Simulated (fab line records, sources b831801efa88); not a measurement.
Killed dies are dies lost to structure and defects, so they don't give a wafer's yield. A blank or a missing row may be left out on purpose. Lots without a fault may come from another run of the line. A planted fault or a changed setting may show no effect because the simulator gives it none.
Which tool did it? | flow gf180mcu | 7 lots, 21 wafers sampled, at 2 steps of a route of 602

WHAT THE GAUGES READ, wafer by wafer
GF_HV_LDD_RS_MEAS_53: measures by four-point-probe.
lot  | measured     | on            | HV_LDD_RS (ohm/sq)
L111 | day 14 08:15 | film_metro-03 | 418.8 419.1 417.7
L113 | day 15 03:05 | film_metro-02 | 418.5 418.0 417.4
L116 | day 16 02:44 | film_metro-02 | 419.8 419.7 419.8
L117 | day 16 12:06 | film_metro-02 | 419.7 418.7 419.2
L121 | day 18 01:23 | film_metro-03 | 417.5 418.3 418.6
L123 | day 18 14:08 | film_metro-04 | 423.9 424.5 422.9
L125 | day 19 02:20 | film_metro-02 | 427.8 426.6 427.4

WHICH TOOL RAN EACH LOT (tool, then ch and the chambers of the sampled wafers, then the start)
lot  | GF_HV_LDD_IMPLANT_09
L111 | implanter-02 ch 0, day 11 18:18
L113 | implanter-02 ch 0, day 12 11:00
L116 | implanter-04 ch 0, day 13 08:53
L117 | implanter-01 ch 0, day 13 18:29
L121 | implanter-01 ch 0, day 15 04:01
L123 | implanter-01 ch 0, day 15 15:46
L125 | implanter-01 ch 0, day 16 02:58
- GF_HV_LDD_IMPLANT_09

THE ANSWER, worked out from the rows above alone
Rule: what is usual is taken from the lots themselves. Put in order of their means at a reading, lots are off if they are a third of the lots or fewer, leave a main group of 4 or more, and stand apart from it by a gap of 3 or more times the standard deviation of the main group's means; of several such gaps the widest counts. A main group whose means are all the same, to the digits that the tables above print for the reading, isn't used. A lot without any number at a reading at which 4 lots or more have one is off too. The other lots that the step has rows for count as sound.
Off: L123, L125, at GF_HV_LDD_RS_MEAS_53 (HV_LDD_RS). The main group: mean 418.7 ohm/sq, standard deviation 0.67.
A tool fits if, at a process step before that reading, it ran every lot that is off, and no sound lot after the first of them. The gauges at GF_HV_LDD_RS_MEAS_53 are tried like those tools. One fits: implanter-01 at GF_HV_LDD_IMPLANT_09. Its last sound lot is L121 (day 15 04:01), its first lot that is off L123 (day 15 15:46): a fault that began between those two fits.

WHAT THE SIMULATOR HAD PUT IN
Process parameter drift: implanter-01, from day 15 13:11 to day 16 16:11, at GF_HV_LDD_IMPLANT_09. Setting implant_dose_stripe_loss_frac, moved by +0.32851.
Lots struck among those shown: L123, L125. The rule above found the same.
